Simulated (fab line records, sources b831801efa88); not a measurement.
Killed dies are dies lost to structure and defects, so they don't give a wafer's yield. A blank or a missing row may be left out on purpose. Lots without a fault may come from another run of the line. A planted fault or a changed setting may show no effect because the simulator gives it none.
fab line records | flow sky130
record lots=5 wafers=23
route steps=708 shown FIELD_ISO@9 DNWELL@37 NWELL@77 VT_ADJUST_LVTN@105 VT_ADJUST_NCORE@125 SONOS_ONO@176 LDD_P@257
start_h: hours from the record's first day to the start of the lot's first wafer shown | wait_h: hours since the lot's step before | " the same as in the row above | L1.1+2: a row that stands for several wafers | - no value, or no start given | * or withheld: withheld | < > ~ a bound
route shown NAME@n: a module of which the file shows steps, and the number in the route of the first | usual: mean/standard deviation of fault-free wafers | same: alike in all rows | chamber/n: place in a boat | sites: the reading at each site | _std_site: their standard deviation | _edge_site: outer sites' mean less inner sites' | radius_mm: how far each site lies from the wafer's centre | mask NAME#n: copy n | behind: the tool/chamber that last shaped the wafer | hold: why the lot was held/for how many hours/how that ended | device: the transistor (n, p or np) that didn't switch | end of line: the same wafers' tests at the end of the route | a step without rows: its recipe alone | killed: dies lost to structure and defects at the first sort, not the wafer's yield | map: a wafer's dies, x killed, . not, _ none there
set.NAME: the setting as run; set.NAME@STEP: as run at that earlier step | model.NAME: the simulator's own value behind a step, which no gauge read
lots whose settings were changed on purpose; a table a step, a row a wafer
## steps
# step SKY_FIELD_ISO_COAT_08
# recipe resist=KrF-thick spin_rpm=3000 resist_thk_nm=450
# columns lot.wafer tool chamber start_h wait_h set.resist_thk_nm model.KrF-thick_of_FIELD_ISO_COAT_08.thk_nm
L074.1 litho_track-03 0 - - 476.2 475.6
L074.3 " 0 " " 476.2 475.4
L074.4+5 " 0 " " 450 448.6
L074.6 " 0 " " 450 448.4
L076.1 litho_track-02 0 - - 450 450.3
L076.2 " 0 " " 450 452.1
L076.6 " 0 " " 450 450.9
L077.1 litho_track-02 0 - - 450 450.2
L077.3 " 0 " " 450 449.4
L077.4 " 0 " " 435.8 434.4
L077.5 " 0 " " 450 449.6
L077.6 " 0 " " 435.8 436
L081.1 litho_track-01 0 - - 450 450.9
L081.2 " 0 " " 467.6 467.3
L081.3 " 0 " " 467.6 469
L081.4 " 0 " " 450 448.9
L081.6 " 0 " " 467.6 467.5
L083.1 litho_track-01 0 - - 436.3 437
L083.2 " 0 " " 450 452.3
L083.3 " 0 " " 436.3 438.1
L083.4 " 0 " " 450 449.6
L083.6 " 0 " " 450 451
# step SKY_FIELD_ISO_SOFTBAKE_09
# recipe temp_c=100 time_s=90 resist=KrF-thick
# step SKY_FIELD_ISO_EXPOSE_10
# recipe mask_id=FOM na=0.68 source_shape=annular sigma_inner=0.4 sigma_outer=0.8 target_cd_nm=150 dose_mj=28
# step SKY_FIELD_ISO_ETCH_14
# recipe chemistry=N2/H2 target=BARC ion_energy_ev=200 source_w=500 bias_w=96.38 pressure_mtorr=30 n2_flow_sccm=100 h2_flow_sccm=200 stop_on=SiO2 time_s=45.9 target_depth_a=600
# step SKY_FIELD_ISO_ETCH_15
# recipe chemistry=CHF3/O2 target_depth_nm=180 stop_on=Si source_w=600 bias_w=200 pressure_mtorr=40 chf3_flow_sccm=50 O2_flow_sccm=5 time_s=72
# columns lot.wafer tool chamber start_h wait_h set.resist_thk_nm@FIELD_ISO_COAT_08 model.KrF-thick_of_FIELD_ISO_COAT_08.thk_nm
L074.1 rie_diel-04 1 28.68 0.0 476.2 264.5
L074.3 " 0 " " 476.2 257.2
L074.4 " 2 " " 450 235.9
L074.5 " 0 " " 450 230.7
L074.6 " 1 " " 450 235.5
L076.1 rie_diel-04 3 39.33 0.0 450 233.9
L076.2+6 " 1 " " 450 239.2
L077.1 rie_diel-04 3 43.73 0.0 450 232.4
L077.3 " 0 " " 450 230.8
L077.4 " 1 " " 435.8 218.9
L077.5 " 2 " " 450 232.7
L077.6 " 3 " " 435.8 217.8
L081.1 rie_diel-03 3 65.33 0.0 450 237.6
L081.2 " 1 " " 467.6 249.8
L081.3 " 0 " " 467.6 264
L081.4 " 2 " " 450 229.6
L081.6 " 0 " " 467.6 264.5
L083.1 rie_diel-01 0 77.05 0.0 436.3 225.6
L083.2 " 3 " " 450 231.6
L083.3 " 1 " " 436.3 226
L083.4 " 2 " " 450 230.5
L083.6 " 1 " " 450 239
# step SKY_FIELD_ISO_STRIP_16
# recipe chemistry=O2/N2 power_w=1400 pressure_mtorr=1500 platen_temp_c=withheld o2_flow_sccm=3000 n2_flow_sccm=300 overash_fraction=0.5
# usual strip_time_to_endpoint_s=3.53/0.043
# columns lot.wafer tool chamber start_h wait_h set.resist_thk_nm@FIELD_ISO_COAT_08 strip_time_to_endpoint_s
L074.1 plasma_asher-03 0 28.73 0.0 476.2 3.85
L074.3 " 0 " " 476.2 3.77
L074.4 " 1 " " 450 3.55
L074.5 " 1 " " 450 3.47
L074.6 " 0 " " 450 3.54
L076.1 plasma_asher-01 1 39.38 0.0 450 3.52
L076.2 " 0 " " 450 3.57
L076.6 " 1 " " 450 3.57
L077.1 plasma_asher-01 1 43.78 0.0 450 3.50
L077.3 " 0 " " 450 3.48
L077.4 " 1 " " 435.8 3.35
L077.5 " 1 " " 450 3.51
L077.6 " 0 " " 435.8 3.35
L081.1 plasma_asher-03 0 65.38 0.0 450 3.56
L081.2 " 1 " " 467.6 3.70
L081.3 " 0 " " 467.6 3.85
L081.4 " 1 " " 450 3.46
L081.6 " 1 " " 467.6 3.85
L083.1 plasma_asher-03 1 77.11 0.0 436.3 3.42
L083.2 " 0 " " 450 3.49
L083.3 " 0 " " 436.3 3.42
L083.4 " 1 " " 450 3.49
L083.6 " 1 " " 450 3.59
# step SKY_DNWELL_COAT_02
# recipe spin_rpm=2000 resist_thk_nm=3000
# columns lot.wafer tool chamber start_h wait_h set.spin_rpm model.coat_of_DNWELL_COAT_02.thk_nm
L074.1 litho_track-03 0 44.64 0.1 2000 3001
L074.3 " 0 " " 2000 2992
L074.4 " 0 " " 1892 3080
L074.5 " 0 " " 2000 3000
L074.6 " 0 " " 1892 3082
L076.1 litho_track-02 0 56.46 0.1 2000 3005
L076.2 " 0 " " 2000 3004
L076.6 " 0 " " 2000 3002
L077.1 litho_track-03 0 61.94 0.1 2147 2894
L077.3 " 0 " " 2147 2898
L077.4 " 0 " " 2000 3005
L077.5 " 0 " " 2000 3003
L077.6 " 0 " " 2147 2897
L081.1 litho_track-02 0 89.01 0.1 1880 3095
L081.2 " 0 " " 1880 3094
L081.3 " 0 " " 2000 3000
L081.4 " 0 " " 2000 3001
L081.6 " 0 " " 2000 2999
L083.1 litho_track-03 0 94.59 0.1 1945 3037
L083.2 " 0 " " 1945 3039
L083.3 " 0 " " 1945 3035
L083.4 " 0 " " 2000 3005
L083.6 " 0 " " 2000 2999
# step SKY_DNWELL_DEVELOP_06
# recipe wall_angle_deg=90 developer=TMAH develop_time_s=60 dev_temp_c=23
# columns lot.wafer tool chamber start_h wait_h set.develop_time_s
L074.1+6 litho_track-04 0 - - 67.5
L074.3+4+5 " 0 " " 60
L076.1+2+6 litho_track-03 0 - - 60
L077.1+3+4+5+6 litho_track-04 0 - - 60
L081.1+2+3+4+6 litho_track-02 0 - - 60
L083.1+3+6 litho_track-04 0 - - 51.84
L083.2+4 " 0 " " 60
# step SKY_DNWELL_IMPLANT_07
# recipe species=P energy_kev=withheld dose_cm2=withheld tilt_deg=withheld
# step SKY_DNWELL_STRIP_08
# recipe chemistry=O2/N2 power_w=1400 pressure_mtorr=1500 platen_temp_c=withheld o2_flow_sccm=3000 n2_flow_sccm=300 overash_fraction=0.5
# usual strip_time_to_endpoint_s=36.92/0.079
# columns lot.wafer tool chamber start_h wait_h set.spin_rpm@DNWELL_COAT_02 strip_time_to_endpoint_s
L074.1 plasma_asher-04 0 53.13 0.1 2000 36.92
L074.3 " 0 " " 2000 36.83
L074.4 " 1 " " 1892 37.80
L074.5 " 1 " " 2000 36.91
L074.6 " 0 " " 1892 37.83
L076.1 plasma_asher-04 1 64.89 0.1 2000 36.98
L076.2 " 0 " " 2000 36.96
L076.6 " 0 " " 2000 36.93
L077.1 plasma_asher-02 1 70.23 0.1 2147 35.70
L077.3 " 1 " " 2147 35.72
L077.4 " 0 " " 2000 36.98
L077.5 " 0 " " 2000 36.94
L077.6 " 1 " " 2147 35.73
L081.1 plasma_asher-02 1 97.36 0.1 1880 38.00
L081.2 " 0 " " 1880 37.98
L081.3 " 0 " " 2000 36.90
L081.4 " 1 " " 2000 36.92
L081.6 " 0 " " 2000 36.91
L083.1 plasma_asher-03 0 103.38 0.1 1945 37.36
L083.2 " 1 " " 1945 37.39
L083.3 " 0 " " 1945 37.34
L083.4 " 1 " " 2000 36.97
L083.6 " 1 " " 2000 36.90
# step SKY_NWELL_IMPLANT_24
# recipe species=B energy_kev=140 dose_cm2=9.2e+12 tilt_deg=withheld
# columns lot.wafer tool chamber start_h wait_h set.energy_kev model.implant.drp_nm
L074.1+3+4+5+6 implanter-01 0 102.91 0.0 140 95.47
L076.1+2+6 implanter-01 0 117.65 0.0 140 95.47
L077.1+3+4+5+6 implanter-04 0 122.31 0.0 140 95.47
L081.1+6 implanter-01 0 153.50 0.0 146.4 97.07
L081.2+3+4 " 0 " " 140 95.47
L083.1+2+6 implanter-03 0 159.75 0.0 143 96.23
L083.3+4 " 0 " " 140 95.47
# step SKY_VT_ADJUST_LVTN_IMPLANT_08
# recipe species=B energy_kev=30 dose_cm2=1.57e+12 tilt_deg=withheld
# columns lot.wafer tool chamber start_h wait_h set.dose_cm2
L074.1+3+4 implanter-02 0 140.72 0.0 1.57e+12
L074.5+6 " 0 " " 1.463e+12
L076.1+2+6 implanter-01 0 156.25 0.0 1.57e+12
L077.1+3+5 implanter-01 0 161.41 0.0 1.57e+12
L077.4+6 " 0 " " 1.516e+12
L081.1+2+3+4+6 implanter-04 0 196.22 0.0 1.57e+12
L083.1+3 implanter-02 0 202.11 0.1 1.57e+12
L083.2+4+6 " 0 " " 1.684e+12
# step SKY_VT_ADJUST_LVTN_STRIP_09
# recipe chemistry=O2/N2 power_w=1400 pressure_mtorr=1500 platen_temp_c=withheld o2_flow_sccm=3000 n2_flow_sccm=300 overash_fraction=0.5
# step SKY_VT_ADJUST_LVTN_TW_MEAS_10
# usual VT_ADJUST_LVTN_TW=242.6/1.9
# columns lot.wafer tool chamber start_h wait_h set.dose_cm2@VT_ADJUST_LVTN_IMPLANT_08 VT_ADJUST_LVTN_TW
L074.1 film_metro-02 - 140.97 0.1 1.57e+12 245.3
L074.3 " - " " 1.57e+12 244.3
L074.4 " - " " 1.57e+12 243.8
L074.5 " - " " 1.463e+12 238.9
L074.6 " - " " 1.463e+12 238.2
L076.1 film_metro-03 - 156.50 0.1 1.57e+12 245.0
L076.2 " - " " 1.57e+12 244.5
L076.6 " - " " 1.57e+12 244.5
L077.1 film_metro-02 - 161.66 0.1 1.57e+12 242.1
L077.3 " - " " 1.57e+12 239.9
L077.4 " - " " 1.516e+12 239.7
L077.5 " - " " 1.57e+12 241.2
L077.6 " - " " 1.516e+12 238.4
L081.1 film_metro-01 - 196.47 0.1 1.57e+12 239.0
L081.2 " - " " 1.57e+12 238.7
L081.3 " - " " 1.57e+12 238.2
L081.4 " - " " 1.57e+12 239.7
L081.6 " - " " 1.57e+12 239.2
L083.1 film_metro-03 - 202.36 0.1 1.57e+12 242.7
L083.2 " - " " 1.684e+12 249.5
L083.3 " - " " 1.57e+12 243.0
L083.4 " - " " 1.684e+12 247.3
L083.6 " - " " 1.684e+12 247.5
# step SKY_VT_ADJUST_LVTN_SOFTBAKE_14
# recipe temp_c=90 time_s=60 resist=NOVOLAK
# columns lot.wafer tool chamber start_h wait_h set.temp_c
L074.1+5 litho_track-03 0 150.09 0.1 87.76
L074.3+4+6 " 0 " " 90
L076.1+2+6 litho_track-04 0 166.48 0.1 90
L077.1+6 litho_track-04 0 171.73 0.1 90
L077.3+4+5 " 0 " " 93.41
L081.1+2+3 litho_track-02 0 207.71 0.1 89.05
L081.4+6 " 0 " " 90
L083.1+2+3 litho_track-03 0 212.89 0.1 88.56
L083.4+6 " 0 " " 90
# step SKY_VT_ADJUST_LVTN_EXPOSE_15
# recipe mask_id=HVN_STD_DERIVED na=0.6 source_shape=conventional sigma_outer=0.6 polarization=unpolarized target_cd_nm=600 dose_mj=163
# step SKY_VT_ADJUST_LVTN_PEB_16
# recipe temp_c=withheld time_s=* resist=NOVOLAK
# step SKY_VT_ADJUST_LVTN_DEVELOP_17
# recipe resist=NOVOLAK developer=TMAH develop_time_s=60 dev_temp_c=23
# columns lot.wafer tool chamber start_h wait_h set.temp_c@VT_ADJUST_LVTN_SOFTBAKE_14 model.NOVOLAK_of_VT_ADJUST_LVTN_COAT_13.thk_nm
L074.1 litho_track-04 0 159.28 0.1 87.76 1153
L074.3+6 " 0 " " 90 1143
L074.4 " 0 " " 90 1139
L074.5 " 0 " " 87.76 1150
L076.1 litho_track-02 0 176.71 0.1 90 1140
L076.2 " 0 " " 90 1139
L076.6 " 0 " " 90 1144
L077.1 litho_track-04 0 181.53 0.1 90 1142
L077.3 " 0 " " 93.41 1130
L077.4+5 " 0 " " 93.41 1131
L077.6 " 0 " " 90 1140
L081.1 litho_track-03 0 218.14 0.1 89.05 1144
L081.2+3 " 0 " " 89.05 1140
L081.4 " 0 " " 90 1140
L081.6 " 0 " " 90 1141
L083.1 litho_track-03 0 223.64 0.1 88.56 1140
L083.2 " 0 " " 88.56 1135
L083.3 " 0 " " 88.56 1136
L083.4 " 0 " " 90 1133
L083.6 " 0 " " 90 1135
# step SKY_VT_ADJUST_LVTN_IMPLANT_19
# recipe species=B energy_kev=30 dose_cm2=6.5e+11 tilt_deg=withheld
# step SKY_VT_ADJUST_LVTN_STRIP_20
# recipe chemistry=O2/N2 power_w=1400 pressure_mtorr=1500 platen_temp_c=withheld o2_flow_sccm=3000 n2_flow_sccm=300 overash_fraction=0.5
# usual strip_time_to_endpoint_s=14.20/0.053
# columns lot.wafer tool chamber start_h wait_h set.temp_c@VT_ADJUST_LVTN_SOFTBAKE_14 strip_time_to_endpoint_s
L074.1 plasma_asher-04 1 159.61 0.1 87.76 14.30
L074.3 " 0 " " 90 14.22
L074.4 " 1 " " 90 14.16
L074.5 " 0 " " 87.76 14.33
L074.6 " 1 " " 90 14.21
L076.1 plasma_asher-03 0 177.05 0.1 90 14.18
L076.2 " 1 " " 90 14.16
L076.6 " 1 " " 90 14.24
L077.1 plasma_asher-02 0 181.86 0.1 90 14.20
L077.3 " 1 " " 93.41 14.05
L077.4 " 0 " " 93.41 14.06
L077.5 " 0 " " 93.41 14.07
L077.6 " 1 " " 90 14.18
L081.1 plasma_asher-02 0 218.47 0.1 89.05 14.23
L081.2 " 1 " " 89.05 14.18
L081.3 " 1 " " 89.05 14.18
L081.4 " 0 " " 90 14.18
L081.6 " 0 " " 90 14.19
L083.1 plasma_asher-02 0 223.97 0.1 88.56 14.18
L083.2 " 1 " " 88.56 14.12
L083.3 " 1 " " 88.56 14.12
L083.4 " 0 " " 90 14.10
L083.6 " 1 " " 90 14.11
# step SKY_VT_ADJUST_NCORE_DEVELOP_06
# recipe resist=NOVOLAK developer=TMAH develop_time_s=60 dev_temp_c=23
# columns lot.wafer tool chamber start_h wait_h set.dev_temp_c
L074.1+3+4+5+6 litho_track-03 0 180.29 0.1 23
L076.1+2+6 litho_track-03 0 197.64 0.1 23
L077.1+4 litho_track-01 0 203.96 0.1 23
L077.3+5+6 " 0 " " 20.88
L081.1+2+3+4+6 litho_track-04 0 240.97 0.1 23
L083.1+4+6 litho_track-01 0 246.56 0.1 23
L083.2+3 " 0 " " 25.25
# step SKY_VT_ADJUST_NCORE_CD_MEAS_07
# recipe target_cd_nm=380
# usual cd_nm=379.5/2.9
# columns lot.wafer tool chamber start_h wait_h set.dev_temp_c@VT_ADJUST_NCORE_DEVELOP_06 cd_nm
L074.1 cd_sem-01 - 180.44 0.1 23 379.1
L074.3 " - " " 23 377.0
L074.4 " - " " 23 380.1
L074.5 " - " " 23 376.6
L074.6 " - " " 23 377.0
L076.1 cd_sem-02 - 197.79 0.1 23 379.3
L076.2 " - " " 23 379.8
L076.6 " - " " 23 379.3
L077.1 cd_sem-01 - 204.11 0.1 23 377.3
L077.3 " - " " 20.88 385.7
L077.4 " - " " 23 376.2
L077.5 " - " " 20.88 381.9
L077.6 " - " " 20.88 383.1
L081.1 cd_sem-01 - 241.12 0.1 23 377.5
L081.2 " - " " 23 376.5
L081.3 " - " " 23 379.3
L081.4 " - " " 23 377.1
L081.6 " - " " 23 381.8
L083.1 cd_sem-02 - 246.71 0.1 23 382.4
L083.2 " - " " 25.25 373.5
L083.3 " - " " 25.25 372.0
L083.4 " - " " 23 382.0
L083.6 " - " " 23 382.7
# step SKY_SONOS_ONO_COAT_08
# recipe resist=NOVOLAK spin_rpm=3000 resist_thk_nm=1140
# columns lot.wafer tool chamber start_h wait_h set.resist_thk_nm model.NOVOLAK_of_SONOS_ONO_COAT_08.thk_nm
L074.1+6 litho_track-01 0 265.91 0.1 1106 1113
L074.3 " 0 " " 1140 1149
L074.4+5 " 0 " " 1140 1144
L076.1+6 litho_track-03 0 286.04 0.1 1140 1139
L076.2 " 0 " " 1140 1137
L077.1 litho_track-03 0 289.74 0.1 1140 1139
L077.3 " 0 " " 1099 1098
L077.4 " 0 " " 1099 1100
L077.5 " 0 " " 1099 1101
L077.6 " 0 " " 1140 1140
L081.1 litho_track-04 0 331.27 0.1 1140 1149
L081.2+4 " 0 " " 1077 1084
L081.3 " 0 " " 1077 1085
L081.6 " 0 " " 1140 1146
L083.1 litho_track-01 0 338.01 0.1 1140 1143
L083.2 " 0 " " 1140 1138
L083.3 " 0 " " 1140 1137
L083.4 " 0 " " 1109 1110
L083.6 " 0 " " 1109 1108
# step SKY_SONOS_ONO_SOFTBAKE_09
# recipe temp_c=90 time_s=60 resist=NOVOLAK
# step SKY_SONOS_ONO_EXPOSE_10
# recipe mask_id=ONOM target_cd_nm=410 na=0.6 source_shape=conventional sigma_outer=0.6 dose_mj=150
# step SKY_SONOS_ONO_ETCH_15
# recipe target_depth_nm=19.52 chemistry=CHF3/O2 source_w=600 bias_w=200 pressure_mtorr=40 chf3_flow_sccm=50 O2_flow_sccm=5 time_s=7.8
# step SKY_SONOS_ONO_WET_ETCH_16
# recipe chemistry=dHF target_depth_nm=14 dry=n2_spin target=SiO2 dilution=100:1 temp_c=25 time_s=280
# step SKY_SONOS_ONO_STRIP_17
# recipe chemistry=O2/N2 power_w=1400 pressure_mtorr=1500 platen_temp_c=withheld o2_flow_sccm=3000 n2_flow_sccm=300 overash_fraction=0.5
# usual strip_time_to_endpoint_s=14.12/0.043
# columns lot.wafer tool chamber start_h wait_h set.resist_thk_nm@SONOS_ONO_COAT_08 strip_time_to_endpoint_s
L074.1 plasma_asher-04 0 - - 1106 13.78
L074.3 " 1 " " 1140 14.20
L074.4 " 0 " " 1140 14.14
L074.5 " 0 " " 1140 14.12
L074.6 " 1 " " 1106 13.78
L076.1 plasma_asher-04 1 298.90 0.0 1140 14.07
L076.2 " 0 " " 1140 14.07
L076.6 " 0 " " 1140 14.08
L077.1 plasma_asher-04 1 - - 1140 14.12
L077.3 " 1 " " 1099 13.61
L077.4 " 0 " " 1099 13.63
L077.5 " 0 " " 1099 13.64
L077.6 " 1 " " 1140 14.09
L081.1 plasma_asher-03 0 - - 1140 14.22
L081.2 " 1 " " 1077 13.44
L081.3 " 0 " " 1077 13.44
L081.4 " 1 " " 1077 13.43
L081.6 " 1 " " 1140 14.18
L083.1 plasma_asher-04 0 - - 1140 14.13
L083.2 " 1 " " 1140 14.08
L083.3 " 0 " " 1140 14.06
L083.4 " 1 " " 1109 13.73
L083.6 " 0 " " 1109 13.73
# step SKY_LDD_P_COAT_02
# recipe resist=NOVOLAK spin_rpm=3000 resist_thk_nm=1140
# columns lot.wafer tool chamber start_h wait_h set.resist_thk_nm model.NOVOLAK_of_LDD_P_COAT_02.thk_nm
L074.1 litho_track-02 0 414.46 0.1 1140 1141
L074.3 " 0 " " 1116 1117
L074.4 " 0 " " 1116 1121
L074.5 " 0 " " 1140 1143
L074.6 " 0 " " 1140 1145
L076.1+2+6 litho_track-02 0 436.01 0.1 1140 1133
L077.1 litho_track-02 0 445.11 0.1 1140 1147
L077.3+6 " 0 " " 1140 1146
L077.4 " 0 " " 1185 1192
L077.5 " 0 " " 1185 1190
L081.1 litho_track-02 0 491.46 0.1 1140 1144
L081.2 " 0 " " 1140 1143
L081.3 " 0 " " 1140 1142
L081.4 " 0 " " 1140 1137
L081.6 " 0 " " 1140 1141
L083.1+6 litho_track-01 0 496.41 0.1 1140 1145
L083.2+4 " 0 " " 1203 1210
L083.3 " 0 " " 1140 1143
## key
split step=SKY_FIELD_ISO_COAT_08 setting=resist_thk_nm stated=450 by=wafer
response step=SKY_FIELD_ISO_COAT_08 reading=model.KrF-thick_of_FIELD_ISO_COAT_08.thk_nm change=+4.59 per=1% r=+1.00
response step=SKY_FIELD_ISO_ETCH_15 reading=model.KrF-thick_of_FIELD_ISO_COAT_08.thk_nm change=+4.74 per=1% r=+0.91
response step=SKY_FIELD_ISO_STRIP_16 reading=strip_time_to_endpoint_s change=* per=1% r=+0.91
split step=SKY_DNWELL_COAT_02 setting=spin_rpm stated=2000 by=wafer
response step=SKY_DNWELL_COAT_02 reading=model.coat_of_DNWELL_COAT_02.thk_nm change=-15 per=1% r=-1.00
response step=SKY_DNWELL_STRIP_08 reading=strip_time_to_endpoint_s change=* per=1% r=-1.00
split step=SKY_DNWELL_DEVELOP_06 setting=develop_time_s stated=60 by=wafer
response none clear
split step=SKY_NWELL_IMPLANT_24 setting=energy_kev stated=140 by=wafer
response step=SKY_NWELL_IMPLANT_24 reading=model.implant.drp_nm change=+0.349 per=1% r=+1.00
split step=SKY_VT_ADJUST_LVTN_IMPLANT_08 setting=dose_cm2 stated=1.57e+12 by=wafer
response step=SKY_VT_ADJUST_LVTN_TW_MEAS_10 reading=VT_ADJUST_LVTN_TW change=+0.763 per=1% r=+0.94
split step=SKY_VT_ADJUST_LVTN_SOFTBAKE_14 setting=temp_c stated=90 by=wafer
response step=SKY_VT_ADJUST_LVTN_DEVELOP_17 reading=model.NOVOLAK_of_VT_ADJUST_LVTN_COAT_13.thk_nm change=-2.87 per=1% r=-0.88
response step=SKY_VT_ADJUST_LVTN_STRIP_20 reading=strip_time_to_endpoint_s change=* per=1% r=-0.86
split step=SKY_VT_ADJUST_NCORE_DEVELOP_06 setting=dev_temp_c stated=23 by=wafer
response step=SKY_VT_ADJUST_NCORE_CD_MEAS_07 reading=cd_nm change=-0.87 per=1% r=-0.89
split step=SKY_SONOS_ONO_COAT_08 setting=resist_thk_nm stated=1140 by=wafer
response step=SKY_SONOS_ONO_COAT_08 reading=model.NOVOLAK_of_SONOS_ONO_COAT_08.thk_nm change=+11.3 per=1% r=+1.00
response step=SKY_SONOS_ONO_STRIP_17 reading=strip_time_to_endpoint_s change=* per=1% r=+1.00
split step=SKY_LDD_P_COAT_02 setting=resist_thk_nm stated=1140 by=wafer
response step=SKY_LDD_P_COAT_02 reading=model.NOVOLAK_of_LDD_P_COAT_02.thk_nm change=+11.7 per=1% r=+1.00
